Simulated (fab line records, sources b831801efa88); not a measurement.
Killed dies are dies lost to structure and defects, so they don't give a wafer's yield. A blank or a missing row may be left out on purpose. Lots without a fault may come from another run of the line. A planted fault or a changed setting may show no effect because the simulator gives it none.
Chamber matching | flow sky130 | SKY_VIA3_CMP_02 on cmp-01: 4 sister chambers
The step polishes SiO2. 8 wafers are shown with their chamber, then 10 later ones without.

WAFERS WITH THEIR CHAMBER
wafer  | chamber | motor_current_A (A)
L253.5 | 1       | 12.3
L254.2 | 1       | 11.9
L254.5 | 2       | 11.0
L261.2 | 3       | 11.4
L261.4 | 0       | 12.7
L261.5 | 3       | 11.9
L265.3 | 2       | 11.0
L265.4 | 0       | 13.2

WAFERS WITHOUT THEIR CHAMBER
wafer  | motor_current_A (A)
L265.6 | 10.7
L266.1 | 12.2
L266.5 | 13.5
L266.6 | 11.2
L269.2 | 11.0
L269.3 | 11.9
L269.6 | 11.3
L267.1 | 11.0
L267.2 | 11.7
L267.4 | 11.5

WHICH CHAMBER EACH WENT THROUGH
wafer  | from the rows above          | in truth
L265.6 | 2                            | 2
L266.1 | can't be placed: 1 or 3      | 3
L266.5 | 0                            | 0
L266.6 | can't be placed: 2 or 3      | 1
L269.2 | 2                            | 2
L269.3 | can't be placed: 1 or 3      | 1
L269.6 | can't be placed: 2 or 3 or 1 | 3
L267.1 | 2                            | 2
L267.2 | can't be placed: 3 or 1      | 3
L267.4 | can't be placed: 3 or 2 or 1 | 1
Placed correctly: 4 of 10. Can't be placed from these rows: 6 (the true chamber is among the candidates in 5). Placed wrongly: 0.
How it was worked out, from the rows above alone: a wafer's distance from a chamber is the root of the sum, over the readings, of the square of ((its reading less the chamber's mean) divided by the reading's scatter). The wafer belongs to the nearest chamber; if the next one is less than 2 further off, it can't be placed. A chamber's mean is the mean of its shown wafers. The scatter: the root of (the sum of the squares of (reading less its chamber's mean) over the shown wafers, divided by (wafers less chambers)).
